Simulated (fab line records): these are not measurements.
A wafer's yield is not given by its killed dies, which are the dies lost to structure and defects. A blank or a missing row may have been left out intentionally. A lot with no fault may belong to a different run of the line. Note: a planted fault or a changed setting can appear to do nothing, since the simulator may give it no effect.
The tool behind it: which one? / flow sfqLine / 14 lots, 42 wafers sampled, at 1 step of a route of 325

== WHAT THE GAUGES READ, wafer by wafer ==
No reading from a measuring or inspecting step in the record can be judged against a usual standard deviation.

== WHAT TOOL EACH LOT RAN ON (gives the tool, then ch and the chambers of the sampled wafers, and finally the start) ==
lot=L836; SFQ_TRILAYER_M5_BARC_OPEN_METAL_ETCH_161=rieMetal-03 ch 0, day 49 11:34
lot=L837; SFQ_TRILAYER_M5_BARC_OPEN_METAL_ETCH_161=rieMetal-02 ch 0,1, day 49 12:42
lot=L838; SFQ_TRILAYER_M5_BARC_OPEN_METAL_ETCH_161=rieMetal-02 ch 0,1, day 52 17:08
lot=L839; SFQ_TRILAYER_M5_BARC_OPEN_METAL_ETCH_161=rieMetal-04 ch 0,1, day 52 18:20
lot=L840; SFQ_TRILAYER_M5_BARC_OPEN_METAL_ETCH_161=rieMetal-04 ch 0,1, day 52 20:38
lot=L842; SFQ_TRILAYER_M5_BARC_OPEN_METAL_ETCH_161=rieMetal-03 ch 0,1, day 52 23:01
lot=L843; SFQ_TRILAYER_M5_BARC_OPEN_METAL_ETCH_161=rieMetal-04 ch 0,1, day 53 00:13
lot=L845; SFQ_TRILAYER_M5_BARC_OPEN_METAL_ETCH_161=rieMetal-04 ch 0,1, day 53 14:00
lot=L846; SFQ_TRILAYER_M5_BARC_OPEN_METAL_ETCH_161=rieMetal-04 ch 0,1, day 53 23:34
lot=L849; SFQ_TRILAYER_M5_BARC_OPEN_METAL_ETCH_161=rieMetal-03 ch 0,1, day 55 09:52
lot=L855; SFQ_TRILAYER_M5_BARC_OPEN_METAL_ETCH_161=rieMetal-02 ch 0,1, day 58 08:31
lot=L856; SFQ_TRILAYER_M5_BARC_OPEN_METAL_ETCH_161=rieMetal-02 ch 0,1, day 64 02:52
lot=L857; SFQ_TRILAYER_M5_BARC_OPEN_METAL_ETCH_161=rieMetal-03 ch 0, day 64 06:28
lot=L858; SFQ_TRILAYER_M5_BARC_OPEN_METAL_ETCH_161=rieMetal-03 ch 0,1, day 64 13:40
- SFQ_TRILAYER_M5_BARC_OPEN_METAL_ETCH_161: etches BARC in O2, target depth 125 nm, time 41.7 s.

== WHAT THE TOOLS THEMSELVES READ (means of the sampled wafers that have a number; where no wafer has one, the mark that the record gives instead) ==
SFQ_TRILAYER_M5_BARC_OPEN_METAL_ETCH_161.
lot=L836; tool=rieMetal-03; drypumpMotorCurrentA (A)=6.2; oesProductAu (a.u.)=0.685; runLengthS (s)=70.7
lot=L837; tool=rieMetal-02; drypumpMotorCurrentA (A)=5.6; oesProductAu (a.u.)=0.690; runLengthS (s)=70.0
lot=L838; tool=rieMetal-02; drypumpMotorCurrentA (A)=5.7; oesProductAu (a.u.)=0.684; runLengthS (s)=73.1
lot=L839; tool=rieMetal-04; drypumpMotorCurrentA (A)=5.7; oesProductAu (a.u.)=0.690; runLengthS (s)=70.5
lot=L840; tool=rieMetal-04; drypumpMotorCurrentA (A)=5.6; oesProductAu (a.u.)=0.684; runLengthS (s)=70.4
lot=L842; tool=rieMetal-03; drypumpMotorCurrentA (A)=5.7; oesProductAu (a.u.)=0.687; runLengthS (s)=70.5
lot=L843; tool=rieMetal-04; drypumpMotorCurrentA (A)=5.7; oesProductAu (a.u.)=0.685; runLengthS (s)=70.4
lot=L845; tool=rieMetal-04; drypumpMotorCurrentA (A)=5.6; oesProductAu (a.u.)=0.638; runLengthS (s)=77.5
lot=L846; tool=rieMetal-04; drypumpMotorCurrentA (A)=5.6; oesProductAu (a.u.)=0.638; runLengthS (s)=77.8
lot=L849; tool=rieMetal-03; drypumpMotorCurrentA (A)=5.7; oesProductAu (a.u.)=0.689; runLengthS (s)=70.6
lot=L855; tool=rieMetal-02; drypumpMotorCurrentA (A)=5.7; oesProductAu (a.u.)=0.689; runLengthS (s)=70.1
lot=L856; tool=rieMetal-02; drypumpMotorCurrentA (A)=5.7; oesProductAu (a.u.)=0.686; runLengthS (s)=70.1
lot=L857; tool=rieMetal-03; drypumpMotorCurrentA (A)=6.1; oesProductAu (a.u.)=0.686; runLengthS (s)=70.7
lot=L858; tool=rieMetal-03; drypumpMotorCurrentA (A)=5.7; oesProductAu (a.u.)=0.683; runLengthS (s)=70.5

== THE ANSWER, worked out from the rows above alone ==
Rule: usual is defined by the lots themselves. The widest of any qualifying gaps counts: lots, ordered by their means at a reading, are off when they make up no more than a third of the lots, leave a main group of 4 or more, and stand apart from it by 3 or more times the standard deviation of that group's means. Not used: any main group whose means are identical at the precision the tables above print for the reading. Also off: a lot with no number at a reading for which 4 or more lots have one. All remaining lots with rows at the step are treated as sound. After the gauges, taken in route order, come the tools' own readings; for these a lot's mean is taken, as printed above. At the first step where some lot is off, the reading lying furthest off is the one used; lots without a number count as furthest.
Off: L845, L846, at SFQ_TRILAYER_M5_BARC_OPEN_METAL_ETCH_161 (oesProductAu). Mean 0.686 a.u. and standard deviation 0.0024 in the main group.
A tool fits if, at that step or a process step before it, it ran every lot that is off, and no sound lot after the first of them. One fits: SFQ_TRILAYER_M5_BARC_OPEN_METAL_ETCH_161 on rieMetal-04. A fault onset in the window from L843 (day 53 00:13, its last sound lot) to L845 (day 53 14:00, its first lot off) fits.
The tool's own readings at SFQ_TRILAYER_M5_BARC_OPEN_METAL_ETCH_161 bear it out: on the lots that are off they differ by more than 5 times the standard deviation of the sound lots' means. oesProductAu reads 0.638 a.u. there against 0.686 a.u. on the sound lots; runLengthS reads 77.7 s there against 70.6 s on the sound lots.

== WHAT THE SIMULATOR HAD PUT IN ==
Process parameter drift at SFQ_TRILAYER_M5_BARC_OPEN_METAL_ETCH_161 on rieMetal-04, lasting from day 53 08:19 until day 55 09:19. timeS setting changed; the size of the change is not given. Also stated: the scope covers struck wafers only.
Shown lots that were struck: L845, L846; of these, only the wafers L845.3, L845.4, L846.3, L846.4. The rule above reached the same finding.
